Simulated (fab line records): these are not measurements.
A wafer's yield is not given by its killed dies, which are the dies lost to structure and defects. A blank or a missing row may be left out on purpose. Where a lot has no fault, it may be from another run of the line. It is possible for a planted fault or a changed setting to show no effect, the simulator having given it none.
Matching of chambers | flow sky130 | rieDiel-04 running SKY_VIA4_ETCH_12: 4 sister chambers
The step etches SiO2 in C4F8/O2/Ar, stops on TiN, target depth 580 nm. 8 wafers are shown with their chamber, then 10 later ones without.

EACH WAFER AND ITS CHAMBER
wafer  | chamber | oesProductAu (a.u.)
L084.6 | 2       | 0.922
L087.3 | 1       | 0.927
L087.4 | 3       | 0.921
L090.2 | 2       | 0.930
L090.3 | 3       | 0.924
L090.4 | 0       | 0.917
L094.1 | 0       | 0.927
L094.3 | 1       | 0.938

WAFERS WITH NO CHAMBER GIVEN
wafer  | oesProductAu (a.u.)
L094.4 | 0.934
L095.1 | 0.930
L095.2 | 0.927
L095.3 | 0.927
L095.4 | 0.926
L095.5 | 0.925
L095.6 | 0.922
L097.1 | 0.930
L097.2 | 0.920
L097.5 | 0.923

THE CHAMBER EACH PASSED THROUGH
wafer  | from the rows above               | in truth
L094.4 | can't be placed: 1 or 2 or 3 or 0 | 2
L095.1 | can't be placed: 1 or 2 or 3 or 0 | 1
L095.2 | can't be placed: 2 or 3 or 0 or 1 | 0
L095.3 | can't be placed: 2 or 3 or 0 or 1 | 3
L095.4 | can't be placed: 2 or 3 or 0 or 1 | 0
L095.5 | can't be placed: 2 or 3 or 0 or 1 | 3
L095.6 | can't be placed: 0 or 3 or 2 or 1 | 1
L097.1 | can't be placed: 1 or 2 or 3 or 0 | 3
L097.2 | can't be placed: 0 or 3 or 2 or 1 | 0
L097.5 | can't be placed: 3 or 0 or 2 or 1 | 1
Correct placement for 0 of the 10. Cannot be placed on the basis of these rows: 10; the candidates contain the true chamber in 10. Number placed wrongly: 0.
How it was worked out, from the rows above alone: a wafer's distance from a chamber is the root of the sum, over the readings, of the square of ((its reading less the chamber's mean) divided by the reading's scatter). The wafer belongs to the nearest chamber; if the next one is less than 2 further off, it can't be placed. A chamber's mean is the mean of its shown wafers. How the scatter is found: for the shown wafers, subtract from each reading the mean of its chamber, square and add these, divide the total by (wafers less chambers), then take the root.
